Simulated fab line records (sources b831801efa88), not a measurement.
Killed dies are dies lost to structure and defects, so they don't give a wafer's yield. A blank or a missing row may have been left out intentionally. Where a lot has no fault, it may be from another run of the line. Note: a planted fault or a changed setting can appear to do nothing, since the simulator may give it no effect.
fab line records ; flow sky130 ; part 2 of 2: steps 23 to 31 of 31
record lots=5; wafers=15; last-day=50
route steps=708 shown FIELD_ISO@4 NWELL@32
lots that met no fault: from a run of the same line without faults
start-h: start of the lot's first displayed wafer, in hours after the record's first day ; wait-h: hours from the lot's prior step to this one ; " unchanged from the row above ; L1.1+2: one row covering several wafers at once ; - no value, or no start was given ; * or withheld: withheld ; < > ~ a bound
route shown NAME@n: names a module that has steps shown in the file, with the first one's number in the route ; usual: mean and standard deviation over wafers with no fault ; same: alike in all rows ; chamber/n: place in a boat ; sites: the reading at each site ; _std_site: standard deviation across them ; _edge_site: inner sites' mean taken away from outer sites' mean ; radius-mm: how far each site lies from the wafer's centre ; mask NAME#n: copy n ; behind: tool/chamber where the wafer was last shaped ; hold: reason for holding the lot/hours on hold/outcome of the hold ; device: which transistor (n, p or np) failed to switch ; end of line: the tests these same wafers got at the end of their route ; a step given without rows: its recipe and nothing more ; killed: at the first sort, the dies lost to defects and structure; wafer yield is something else ; map: per-die view of a wafer (x killed, . not killed, _ where there is no die)
set.NAME: the run value of the setting; set.NAME@STEP: its run value at that earlier step ; model.NAME: the simulator's own value behind a step, which no gauge read
certain route steps with their lots: each step a table, each wafer a row
services: from which hour (start-h, from the record's first day; less than 0 if before it) a tool's chamber was out of use, for how many hours, and why
## steps
# step SKY_FIELD_ISO_THK_MEAS_25
# recipe reads=SiO2_of_FIELD_ISO_CVD_24
# usual FIELD_ISO_CVD_24_THK=594/6.2
lot.wafer;tool;chamber;start-h;wait-h;FIELD_ISO_CVD_24_THK[nm]
L075.1;film-metro-01;-;35.86;0.0;592
L075.2;film-metro-01;-;35.86;0.0;597
L075.5;film-metro-01;-;35.86;0.0;606
L078.2;film-metro-01;-;56.32;0.0;600
L078.3;film-metro-01;-;56.32;0.0;593
L078.4;film-metro-01;-;56.32;0.0;581
L082.4;film-metro-01;-;76.71;0.0;592
L082.5;film-metro-01;-;76.71;0.0;588
L082.6;film-metro-01;-;76.71;0.0;606
L089.1;film-metro-03;-;109.61;0.0;603
L089.3;film-metro-03;-;109.61;0.0;594
L089.5;film-metro-03;-;109.61;0.0;598
L094.1;film-metro-01;-;137.94;0.0;592
L094.3;film-metro-01;-;137.94;0.0;589
L094.6;film-metro-01;-;137.94;0.0;593
# step SKY_FIELD_ISO_ANNEAL_26
# recipe temp-c=1000; time-s=1800; ambient=N2
# usual spike-tc-upper-C=1000.0/1.1; zone-power-top-pct=48.0/1.4
# same time-s=1800
lot.wafer;tool;chamber;start-h;wait-h;spike-tc-upper-C;zone-power-top-pct
L075.1;furnace-02;0;36.66;0.8;1000.9;46.7
L075.2;furnace-02;0;36.66;0.8;1003.1;47.5
L075.5;furnace-02;0;36.66;0.8;1000.9;46.4
L078.2;furnace-02;0;59.09;2.8;999.2;47.1
L078.3;furnace-02;0;59.09;2.8;999.5;46.6
L078.4;furnace-02;0;59.09;2.8;1001.4;46.7
L082.4;furnace-02;0;76.74;0.0;1001.5;46.9
L082.5;furnace-02;0;76.74;0.0;1000.4;47.7
L082.6;furnace-02;0;76.74;0.0;1000.5;47.6
L089.1;furnace-02;0;111.24;1.6;1001.6;47.4
L089.3;furnace-02;0;111.24;1.6;1001.0;47.5
L089.5;furnace-02;0;111.24;1.6;1000.3;46.5
L094.1;furnace-01;0;140.09;2.1;997.3;50.2
L094.3;furnace-01;0;140.09;2.1;999.5;48.6
L094.6;furnace-01;0;140.09;2.1;998.7;49.7
# step SKY_FIELD_ISO_CMP_27
# recipe stop-on=Si3N4; t-overpolish-s=16; down-force-psi=4; platen-rpm=60; target-thk-nm=457.8; pad-velocity-m-s=0.94248
# usual motor-current-A=12.3/1.1; overpolish-run-s=15.999/0.0088; retaining-ring-pressure-frac=1.000/0.0054; time-to-endpoint-s=110/4.8
lot.wafer;tool;chamber;start-h;wait-h;motor-current-A;overpolish-run-s;retaining-ring-pressure-frac;time-to-endpoint-s
L075.2;cmp-01;1;38.16;0.0;12.2;15.997;0.997;120
L075.1;cmp-01;0;38.16;0.0;12.9;16.010;1.000;114
L075.5;cmp-01;1;38.16;0.0;11.7;15.998;0.991;120
L078.2;cmp-01;2;60.59;0.0;12.9;15.992;1.002;116
L078.4;cmp-01;3;60.59;0.0;10.0;15.996;0.999;113
L078.3;cmp-01;1;60.59;0.0;12.3;15.996;1.002;119
L082.4;cmp-01;3;78.29;0.1;9.8;16.003;1.007;113
L082.5;cmp-01;2;78.29;0.1;14.3;15.996;0.999;107
L082.6;cmp-01;3;78.29;0.1;10.3;15.997;1.002;116
L089.1;cmp-01;2;112.74;0.0;13.9;16.007;0.992;99
L089.3;cmp-01;3;112.74;0.0;10.1;15.997;0.999;104
L089.5;cmp-01;2;112.74;0.0;14.3;16.000;0.991;102
L094.3;cmp-02;1;141.64;0.1;11.9;16.004;0.990;104
L094.1;cmp-02;3;141.64;0.1;12.3;15.997;0.999;104
L094.6;cmp-02;0;141.64;0.1;12.5;15.995;1.007;108
# step SKY_FIELD_ISO_WET_ETCH_28
# recipe chemistry=dHF; target-depth-nm=23.7; target=SiO2; dilution=10:1; temp-c=25; time-s=47
# same time-s=47
lot.wafer;tool;chamber;start-h;wait-h
L075.1+2+5;wet-bench-02;1;38.46;0.1
L078.2+3+4;wet-bench-02;2;60.89;0.2
L082.4+5+6;wet-bench-03;2;78.54;0.2
L089.1+3+5;wet-bench-04;3;113.04;0.2
L094.1+3+6;wet-bench-03;1;141.89;0.1
# step SKY_FIELD_ISO_WET_ETCH_29
# recipe chemistry=H3PO4; target-depth-nm=160; target=Si3N4; temp-c=160; time-s=1825
# usual bath-guard-temp-C=160.0/0.44
# same time-s=1825
lot.wafer;tool;chamber;start-h;wait-h;bath-guard-temp-C
L075.1;wet-bench-03;2;38.48;0.0;159.8
L075.2;wet-bench-03;2;38.48;0.0;159.9
L075.5;wet-bench-03;2;38.48;0.0;159.7
L078.2;wet-bench-04;2;60.91;0.0;159.1
L078.3;wet-bench-04;2;60.91;0.0;159.7
L078.4;wet-bench-04;2;60.91;0.0;159.3
L082.4;wet-bench-02;1;78.57;0.0;159.8
L082.5;wet-bench-02;1;78.57;0.0;159.9
L082.6;wet-bench-02;1;78.57;0.0;159.6
L089.1;wet-bench-02;3;113.06;0.0;159.3
L089.3;wet-bench-02;3;113.06;0.0;159.5
L089.5;wet-bench-02;3;113.06;0.0;159.4
L094.1;wet-bench-02;2;141.91;0.0;160.5
L094.3;wet-bench-02;2;141.91;0.0;160.8
L094.6;wet-bench-02;2;141.91;0.0;160.8
# step SKY_FIELD_ISO_WET_ETCH_30
# recipe chemistry=dHF; target-depth-nm=25; target=SiO2; dilution=10:1; temp-c=25; time-s=50
# same time-s=50
lot.wafer;tool;chamber;start-h;wait-h
L075.1+2+5;wet-bench-02;3;38.99;0.0
L078.2+3+4;wet-bench-02;0;61.43;0.0
L082.4+5+6;wet-bench-04;1;79.08;0.0
L089.1+3+5;wet-bench-03;0;113.57;0.0
L094.1+3+6;wet-bench-03;0;142.43;0.0
# step SKY_NWELL_CLEAN_00
# recipe chemistry=SC1/SC2; mix=1:4:20; temp-c=70; time-s=150; dry=n2-spin
# usual bath-guard-temp-C=69.9/0.49
# same time-s=150
lot.wafer;tool;chamber;start-h;wait-h;bath-guard-temp-C
L075.1;wet-bench-03;0;39.02;0.0;70.6
L075.2;wet-bench-03;0;39.02;0.0;70.2
L075.5;wet-bench-03;0;39.02;0.0;70.2
L078.2;wet-bench-03;2;61.45;0.0;70.0
L078.3;wet-bench-03;2;61.45;0.0;69.7
L078.4;wet-bench-03;2;61.45;0.0;70.1
L082.4;wet-bench-02;2;79.13;0.0;70.1
L082.5;wet-bench-02;2;79.13;0.0;70.4
L082.6;wet-bench-02;2;79.13;0.0;70.6
L089.1;wet-bench-04;3;113.60;0.0;69.6
L089.3;wet-bench-04;3;113.60;0.0;69.6
L089.5;wet-bench-04;3;113.60;0.0;69.5
L094.1;wet-bench-02;2;142.45;0.0;70.6
L094.3;wet-bench-02;2;142.45;0.0;70.4
L094.6;wet-bench-02;2;142.45;0.0;70.3
# step SKY_NWELL_OXIDATION_01
# recipe temp-c=900; ambient=O2; stabilise-s=600; purge-s=300; target-thk-a=100; ox-time-s=1418
# usual ox-temp-c-max=905.1/2.1; spike-tc-upper-C=899.9/1; zone-power-top-pct=39.8/1.2
lot.wafer;tool;chamber;start-h;wait-h;ox-temp-c-max;spike-tc-upper-C;zone-power-top-pct
L075.1;furnace-02;0;39.07;0.0;906.6;901.3;39.8
L075.2;furnace-02;0;39.07;0.0;907.1;900.5;38.9
L075.5;furnace-02;0;39.07;0.0;904.6;900.1;39.6
L078.2;furnace-01;0;64.28;2.8;901.2;900.8;41.7
L078.3;furnace-01;0;64.28;2.8;901.2;899.1;41.3
L078.4;furnace-01;0;64.28;2.8;901.9;899.5;41.8
L082.4;furnace-02;0;79.78;0.6;907.4;899.3;39.1
L082.5;furnace-02;0;79.78;0.6;905.3;901.1;38.9
L082.6;furnace-02;0;79.78;0.6;905.4;901.7;38.8
L089.1;furnace-02;0;114.27;0.6;905.3;902.4;38.8
L089.3;furnace-02;0;114.27;0.6;905.3;900.8;39.2
L089.5;furnace-02;0;114.27;0.6;905.7;900.9;39.1
L094.1;furnace-02;0;144.50;2.0;904.8;898.4;39.3
L094.3;furnace-02;0;144.50;2.0;907.1;900.9;39.2
L094.6;furnace-02;0;144.50;2.0;906.6;898.1;39.5
# step SKY_NWELL_THK_MEAS_02
# recipe reads=SiO2_of_NWELL_OXIDATION_01
# usual NWELL_OXIDATION_THK=10.06/0.18
lot.wafer;tool;chamber;start-h;wait-h;NWELL_OXIDATION_THK[nm]
L075.1;film-metro-02;-;40.46;0.0;9.96
L075.2;film-metro-02;-;40.46;0.0;10.04
L075.5;film-metro-02;-;40.46;0.0;10.25
L078.2;film-metro-04;-;65.69;0.0;9.91
L078.3;film-metro-04;-;65.69;0.0;9.89
L078.4;film-metro-04;-;65.69;0.0;9.80
L082.4;film-metro-04;-;81.20;0.0;10.01
L082.5;film-metro-04;-;81.20;0.0;9.88
L082.6;film-metro-04;-;81.20;0.0;9.87
L089.1;film-metro-04;-;115.66;0.0;9.95
L089.3;film-metro-04;-;115.66;0.0;9.73
L089.5;film-metro-04;-;115.66;0.0;9.76
L094.1;film-metro-01;-;145.89;0.0;10.10
L094.3;film-metro-01;-;145.89;0.0;10.05
L094.6;film-metro-01;-;145.89;0.0;10.16
## services
tool;chamber;start-h;hours;kind
rie-diel-04;2;1.78;22.8;repair
krf-scanner-02;-;3.42;4.4;pm
cmp-01;-;3.61;5.5;pm
krf-scanner-02;-;7.79;4.0;pm
rie-diel-04;3;10.20;4.7;repair
cmp-01;-;12.96;2.0;repair
lpcvd-02;-;14.18;1.2;repair
plasma-asher-03;-;20.22;4.0;pm
rie-diel-03;1;22.15;5.6;repair
rie-si-02;0;26.02;57.8;repair
krf-scanner-02;-;32.04;1.3;pm
furnace-02;-;45.43;4.0;pm
krf-scanner-02;-;46.56;1.0;pm
rie-diel-03;2;48.48;5.2;repair
furnace-02;-;50.80;4.2;pm
krf-scanner-02;-;54.55;11.6;pm
cmp-01;-;64.00;4.0;pm
hdpcvd-01;2;90.30;4.9;repair
furnace-01;-;116.50;2.7;pm
krf-scanner-02;-;127.19;0.4;repair
cmp-01;-;134.14;0.7;repair
krf-scanner-02;-;137.25;1.4;repair
plasma-asher-03;-;142.37;0.4;repair
krf-scanner-02;-;143.86;4.4;pm
